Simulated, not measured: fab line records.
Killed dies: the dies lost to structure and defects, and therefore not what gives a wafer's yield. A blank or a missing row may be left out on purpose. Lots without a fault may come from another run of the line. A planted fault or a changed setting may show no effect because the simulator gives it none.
Struck lot and sound lot, side by side :: flow gf180mcu :: 27 out of 602 route steps
Sound: these wafers, L467.2, L467.4, L467.6. Wafers L470.1, L470.2, L470.3 were the ones struck. Last of all comes the cause.
Per side, at each step with rows, come the tool, then ch with its chambers, and then its first start. Under that, the readings that differ: sound wafers :: struck wafers :: difference of the means :: sigmas: that difference in standard deviations of wafers without a fault.
alike: words and numbers the same on both sides, and readings whose means are apart by under 2 such deviations; not compared: readings that were withheld, readings missing a value for some wafer, numbers with overlapping values and no deviation given by the record, and bounds like >300 which may hide the same value.
A row with sigmas, a row that says differs or no value, or rows on one side alone: a step with any of these is where the two part. Numbers that don't overlap but have no deviation are shown without sigmas and don't part them. Lack of a reading on every wafer of one side parts them only where that side has two or more wafers.

first, 3 steps without rows for these wafers: GF_STI_WET_ETCH_27 (etches Si3N4 in H3PO4, target depth 160 nm, time 1825 s); GF_STI_WET_ETCH_28 (etches SiO2 in dHF, target depth 20 nm, time 40 s); GF_STI_OXIDATION_29 (stabilise 600 s, purge 300 s, target thk 10 nm).
GF_STI_THK_MEAS_30:
  sound: film_metro-03 at day 3 00:30; struck: film_metro-03 at day 3 15:27
  alike: STI_OXIDATION_02_THK
then, 8 steps without rows for these wafers: GF_DNWELL_DEHYDRATE_00 (time 60 s); GF_DNWELL_HMDS_01 (prime time 60 s); GF_DNWELL_COAT_02 (resist thk 3000 nm); GF_DNWELL_SOFTBAKE_03; GF_DNWELL_EXPOSE_04 (exposes mask DNWELL, target cd 1700 nm); GF_DNWELL_PEB_05; GF_DNWELL_DEVELOP_06 (develop time 60 s); GF_DNWELL_IMPLANT_07.
GF_DNWELL_STRIP_08: strips in O2/N2.
  sound on plasma_asher-02 ch 0,1, day 3 12:49; struck on plasma_asher-04 ch 0,1, day 4 04:19
  no value came back on the struck wafers for any of 6 readings (chamber_pressure_mTorr (mTorr), drypump_motor_current_A (A) and others); on the sound wafers chamber_pressure_mTorr (mTorr) reads 1500.5 1503.0 1498.8
reading: model.coat_of_DNWELL_COAT_02.thk_nm (nm)
sound: 0 0 0
struck: 3004 3008 3003
difference: +3005
sigmas: 
  not compared: rf_hours_counter_h
GF_DNWELL_TW_MEAS_09:
  sound: film_metro-02 at day 3 12:55; struck: film_metro-01 at day 4 04:25
  alike: DNWELL_TW
then, 7 steps without rows for these wafers: GF_NWELL_DEHYDRATE_00 (time 60 s); GF_NWELL_HMDS_01 (prime time 60 s); GF_NWELL_COAT_02 (resist thk 3000 nm); GF_NWELL_SOFTBAKE_03; GF_NWELL_EXPOSE_04 (exposes mask Nwell, target cd 860 nm); GF_NWELL_PEB_05; GF_NWELL_DEVELOP_06 (develop time 60 s).
GF_NWELL_OVL_MEAS_07:
  sound: overlay-01 at day 4 02:12; struck: overlay-01 at day 4 18:08
  alike: NWELL_OVL
then, 2 steps without rows for these wafers: GF_NWELL_IMPLANT_08; GF_NWELL_IMPLANT_09.
GF_NWELL_STRIP_10: strips in O2/N2.
  sound on plasma_asher-03 ch 1, day 4 02:32; struck on plasma_asher-01 ch 0,1, day 4 18:29
reading: oes_product_au (a.u.)
sound: 0.715 0.722 0.732
struck: 0.737 0.743 0.736
difference: +0.016
sigmas: +3

reading: strip_time_to_endpoint_s (s)
sound: 36.80 36.90 36.85
struck: 81.27 81.37 81.30
difference: +44.46
sigmas: +99 or more
  alike: chamber_pressure_mTorr, drypump_motor_current_A, heater_power_w
  not compared: rf_hours_counter_h
GF_NWELL_TW_MEAS_11:
  sound: film_metro-02 at day 4 02:38; struck: film_metro-01 at day 4 18:35
reading: NWELL_TW
sound: 1571 1577 1574
struck: 30 30 30
difference: -1544
sigmas: -99 or more
then, 1 step without rows for these wafers: GF_LVPWELL_DEHYDRATE_00 (time 60 s).

WHERE THEY PART
At GF_DNWELL_STRIP_08 first; at GF_NWELL_TW_MEAS_11 last (within this record only).

WHY: what had been put in by the simulator
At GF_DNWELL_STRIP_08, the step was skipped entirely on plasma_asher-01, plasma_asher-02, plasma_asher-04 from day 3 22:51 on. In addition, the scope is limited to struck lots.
